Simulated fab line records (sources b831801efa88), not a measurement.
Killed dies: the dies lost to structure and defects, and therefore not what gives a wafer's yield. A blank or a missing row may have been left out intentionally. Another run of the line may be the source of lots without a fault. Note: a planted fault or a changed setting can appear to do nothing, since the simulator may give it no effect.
Matching of chambers || flow gf180mcu || 4 sister chambers for GF_V1_CMP_04 on cmp-01
The step polishes SiO2. 8 wafers are shown with their chamber, then 7 later ones without.

WAFERS PAIRED WITH THEIR CHAMBERS
{"wafer": "L610.4", "chamber": 2, "motorCurrentA (A)": 13.1, "timeToEndpointS (s)": 82}
{"wafer": "L611.4", "chamber": 3, "motorCurrentA (A)": 10.7, "timeToEndpointS (s)": 76}
{"wafer": "L611.5", "chamber": 2, "motorCurrentA (A)": 12.6, "timeToEndpointS (s)": 79}
{"wafer": "L612.4", "chamber": 0, "motorCurrentA (A)": 10.7, "timeToEndpointS (s)": 78}
{"wafer": "L612.5", "chamber": 0, "motorCurrentA (A)": 10.7, "timeToEndpointS (s)": 85}
{"wafer": "L619.4", "chamber": 1, "motorCurrentA (A)": 11.9, "timeToEndpointS (s)": 80}
{"wafer": "L619.6", "chamber": 3, "motorCurrentA (A)": 10.3, "timeToEndpointS (s)": 85}
{"wafer": "L620.2", "chamber": 1, "motorCurrentA (A)": 11.8, "timeToEndpointS (s)": 74}

WAFERS WITHOUT THEIR CHAMBER
{"wafer": "L620.6", "motorCurrentA (A)": 10.2, "timeToEndpointS (s)": 79}
{"wafer": "L628.1", "motorCurrentA (A)": 10.2, "timeToEndpointS (s)": 81}
{"wafer": "L628.4", "motorCurrentA (A)": 12.3, "timeToEndpointS (s)": 84}
{"wafer": "L628.6", "motorCurrentA (A)": 10.7, "timeToEndpointS (s)": 85}
{"wafer": "L629.2", "motorCurrentA (A)": 12.8, "timeToEndpointS (s)": 83}
{"wafer": "L629.4", "motorCurrentA (A)": 10.6, "timeToEndpointS (s)": 90}
{"wafer": "L629.6", "motorCurrentA (A)": 12.6, "timeToEndpointS (s)": 90}

THE CHAMBER EACH PASSED THROUGH
{"wafer": "L620.6", "from the rows above": "can't be placed: 3 or 0", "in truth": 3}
{"wafer": "L628.1", "from the rows above": "can't be placed: 3 or 0", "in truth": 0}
{"wafer": "L628.4", "from the rows above": "can't be placed: 1 or 2", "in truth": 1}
{"wafer": "L628.6", "from the rows above": "can't be placed: 0 or 3", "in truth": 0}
{"wafer": "L629.2", "from the rows above": 2, "in truth": 2}
{"wafer": "L629.4", "from the rows above": "can't be placed: 0 or 3", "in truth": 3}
{"wafer": "L629.6", "from the rows above": "can't be placed: 2 or 1", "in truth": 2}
Placed correctly: 1 of 7. Unplaceable from these rows: 6, with the true chamber sitting among the candidates in 6. Number placed wrongly: 0.
How it was worked out, from the rows above alone: a wafer's distance from a chamber is the root of the sum, over the readings, of the square of ((its reading less the chamber's mean) divided by the reading's scatter). The wafer belongs to the nearest chamber; if the next one is less than 2 further off, it can't be placed. The mean given for a chamber averages the wafers shown for that chamber. The scatter: take each reading less its chamber's mean, square it, sum over the shown wafers, divide by the number of wafers less the number of chambers, and take the root.
